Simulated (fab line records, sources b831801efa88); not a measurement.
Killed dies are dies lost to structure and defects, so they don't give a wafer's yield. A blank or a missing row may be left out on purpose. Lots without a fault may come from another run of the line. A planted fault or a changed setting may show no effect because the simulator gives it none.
A struck lot beside a sound one | flow sfq_line | 42 steps out of a route of 325
Sound: wafers L174.3, L174.4, L174.6. Struck: wafers L184.1, L184.5. The cause comes at the end.
At each step with rows: each side's tool, then ch and its chambers, then its first start. Under that, the readings that differ: sound wafers | struck wafers | difference of the means | sigmas: that difference in standard deviations of wafers without a fault.
alike: readings whose means differ by less than 2 such deviations, and words and numbers that are the same on both sides. not compared: withheld readings, readings that some wafer has no value for, bounds like >300 that may hide the same value, and numbers for which the record gives no deviation and whose values overlap.
The two part at a step that has a row with sigmas, a row that says differs or no value, or rows on one side only. Numbers that don't overlap but have no deviation are shown without sigmas and don't part them. A reading that every wafer of one side lacks parts them only if that side has two wafers or more.

first, 6 steps without rows for these wafers: SFQ_TRILAYER_I0_VIA_LITHO_COAT_036 (resist thk 62 nm); SFQ_TRILAYER_I0_VIA_LITHO_COAT_031 (resist thk 650 nm); SFQ_TRILAYER_I0_VIA_LITHO_SOFTBAKE_035; SFQ_TRILAYER_I0_VIA_LITHO_EXPOSE_032 (exposes mask I0, target cd 500 nm); SFQ_TRILAYER_I0_VIA_LITHO_PEB_034 (peb time 60 s); SFQ_TRILAYER_I0_VIA_LITHO_DEVELOP_033 (time 60 s).
SFQ_I0_OVL_MEAS_908:
  sound on overlay-02, day 18 15:14; struck on overlay-01, day 22 11:05
  alike: I0_OVL
then, 5 steps without rows for these wafers: SFQ_TRILAYER_I0_VIA_BARC_OPEN_VIA_ETCH_046 (etches BARC in O2, target depth 125 nm, time 41.7 s); SFQ_TRILAYER_I0_VIA_ETCH_VIA_ETCH_034 (etches SiO2 in CHF3, stops on Nb, target depth 260 nm); SFQ_TRILAYER_I0_VIA_STRIP_STRIP_035 (strips in O2); SFQ_TRILAYER_I0_VIA_STRIP_SOLV_CLEAN_036 (cleans in NMP, time 600 s); SFQ_TRILAYER_M1_DEP_PRE_CLEAN_038 (time 22.5 s).
SFQ_TRILAYER_M1_DEP_SPUTTER_037: material Nb, target thk 200 nm, time 133.3 s.
  sound on pvd_sputter-05, day 18 16:13; struck on pvd_sputter-03, day 22 12:05
  reading                                             | sound           | struck      | difference | sigmas
  model.Nb_of_TRILAYER_M1_DEP_SPUTTER_037.thk_nm (nm) | 199.7 200.4 199 | 180.4 179.6 | -19.7      |
  alike: throttle_valve_pct
SFQ_M1_RS_MEAS_909: measures by four-point-probe.
  sound on film_metro-04, day 18 16:20; struck on film_metro-04, day 22 12:11
  reading           | sound             | struck      | difference | sigmas
  M1_NB_RS (ohm/sq) | 0.894 0.890 0.895 | 0.990 0.993 | +0.099     | +10
then, 6 steps without rows for these wafers: SFQ_TRILAYER_M1_LITHO_COAT_044 (resist thk 62 nm); SFQ_TRILAYER_M1_LITHO_COAT_039 (resist thk 600 nm); SFQ_TRILAYER_M1_LITHO_SOFTBAKE_043; SFQ_TRILAYER_M1_LITHO_EXPOSE_040 (exposes mask M1, target cd 500 nm); SFQ_TRILAYER_M1_LITHO_PEB_042 (peb time 60 s); SFQ_TRILAYER_M1_LITHO_DEVELOP_041 (time 60 s).
-- the record jumps here: 7 days lie between the struck wafers' starts before and after --
SFQ_M1_OVL_MEAS_911:
  sound on overlay-01, day 24 22:17; struck on overlay-01, day 29 00:31
  alike: M1_OVL
then, 1 step without rows for these wafers: SFQ_TRILAYER_M1_BARC_OPEN_METAL_ETCH_054 (etches BARC in O2, target depth 125 nm, time 41.7 s).
SFQ_TRILAYER_M1_ETCH_METAL_ETCH_042: etches Nb in Cl2/Ar, stops on SiO2, target depth 240 nm, time 120 s.
  sound on rie_metal-02 ch 0,1, day 24 22:25; struck on rie_metal-04 ch 0, day 29 00:36
  reading               | sound             | struck      | difference | sigmas
  oes_product_au (a.u.) | 0.893 0.899 0.897 | 0.840 0.845 | -0.054     | -8
  alike: drypump_motor_current_A, rf_fwd_power_W
  not compared: rf_hours_counter_h
SFQ_TRILAYER_M1_STRIP_STRIP_043: strips in O2.
  sound on rie_metal-02 ch 0,1, day 24 22:41; struck on rie_metal-04 ch 0, day 29 00:44
  alike: drypump_motor_current_A, oes_product_au
  not compared: rf_hours_counter_h
then, 2 steps without rows for these wafers: SFQ_TRILAYER_M1_STRIP_SOLV_CLEAN_044 (cleans in NMP, time 600 s); SFQ_TRILAYER_I1_DEP_PECVD_045 (deposits SiO2 from SiH4/N2O, time 111.11 s, target thk 500 nm).
SFQ_TRILAYER_I1_CMP_CMP_046: polishes SiO2.
  sound on cmp-01 ch 0,2,3, day 25 00:30; struck on cmp-02 ch 0,2, day 29 09:16
  alike: edge_zone_pressure_frac, motor_current_A, time_to_endpoint_s
SFQ_I1_BOW_MEAS_912:
  sound on film_metro-04, day 25 03:02; struck on film_metro-01, day 29 10:46
  alike: I1_BOW
SFQ_TRILAYER_I1_METRO_MEASURE_047:
  sound on film_metro-04, day 25 03:31; struck on film_metro-01, day 29 10:53
  reading     | sound             | struck      | difference | sigmas
  thk_nm (nm) | 199.5 197.4 198.2 | 200.3 201.6 | +2.6       | +2
then, 6 steps without rows for these wafers: SFQ_TRILAYER_I1_VIA_LITHO_COAT_054 (resist thk 62 nm); SFQ_TRILAYER_I1_VIA_LITHO_COAT_049 (resist thk 650 nm); SFQ_TRILAYER_I1_VIA_LITHO_SOFTBAKE_053; SFQ_TRILAYER_I1_VIA_LITHO_EXPOSE_050 (exposes mask I1, target cd 500 nm); SFQ_TRILAYER_I1_VIA_LITHO_PEB_052 (peb time 60 s); SFQ_TRILAYER_I1_VIA_LITHO_DEVELOP_051 (time 60 s).
-- the record jumps here: 6 days lie between the struck wafers' starts before and after --
SFQ_I1_OVL_MEAS_913:
  sound on overlay-01, day 28 00:50; struck on overlay-02, day 35 15:14
  reading     | sound  | struck | difference | sigmas
  I1_OVL (nm) | 5 -2 6 | -12 -4 | -11        | -2
SFQ_TRILAYER_I1_VIA_BARC_OPEN_VIA_ETCH_071: etches BARC in O2, target depth 125 nm, time 41.7 s.
  sound on rie_diel-02 ch 0,1,3, day 28 00:52; struck on rie_diel-01 ch 0,3, day 35 15:16
  alike: drypump_motor_current_A, oes_product_au, rf_fwd_power_W
  not compared: rf_hours_counter_h
SFQ_TRILAYER_I1_VIA_ETCH_VIA_ETCH_052: etches SiO2 in CHF3, stops on Nb, target depth 260 nm.
  sound on rie_diel-02 ch 0,1,3, day 28 00:54; struck on rie_diel-01 ch 0,3, day 35 15:19
  alike: drypump_motor_current_A, oes_product_au, rf_fwd_power_W
then, 3 steps without rows for these wafers: SFQ_TRILAYER_I1_VIA_STRIP_STRIP_053 (strips in O2); SFQ_TRILAYER_I1_VIA_STRIP_SOLV_CLEAN_054 (cleans in NMP, time 600 s); SFQ_TRILAYER_M2_DEP_PRE_CLEAN_056 (time 22.5 s).
-- the record jumps here: 49 days lie between the struck wafers' starts before and after --
SFQ_M8_BOW_MEAS_951:
  sound on film_metro-02, day 77 13:16; struck on film_metro-02, day 85 03:02
  reading                 | sound                | struck        | difference | sigmas
  model.etest.m1.ohm_um   | 1.772 1.771 1.775    | 1.971 1.971   | +0.198     |
  model.etest.i0.link_ohm | 1.963 1.964 1.964    | 2.079 2.087   | +0.119     |
  model.etest.i1.link_ohm | 1.962 1.938 1.98     | 2.032 2.035   | +0.074     |
  model.etest.m1.ohm_sq   | 0.8906 0.8873 0.8935 | 0.9859 0.9903 | +0.0976    |
  alike: M8_BOW

WHERE THEY PART
First at SFQ_M1_RS_MEAS_909; last, within this record, at SFQ_I1_OVL_MEAS_913. Later steps at which nothing parts them and some readings are alike: SFQ_TRILAYER_I1_VIA_BARC_OPEN_VIA_ETCH_071, SFQ_TRILAYER_I1_VIA_ETCH_VIA_ETCH_052, SFQ_M8_BOW_MEAS_951.

WHY: what the simulator had put in
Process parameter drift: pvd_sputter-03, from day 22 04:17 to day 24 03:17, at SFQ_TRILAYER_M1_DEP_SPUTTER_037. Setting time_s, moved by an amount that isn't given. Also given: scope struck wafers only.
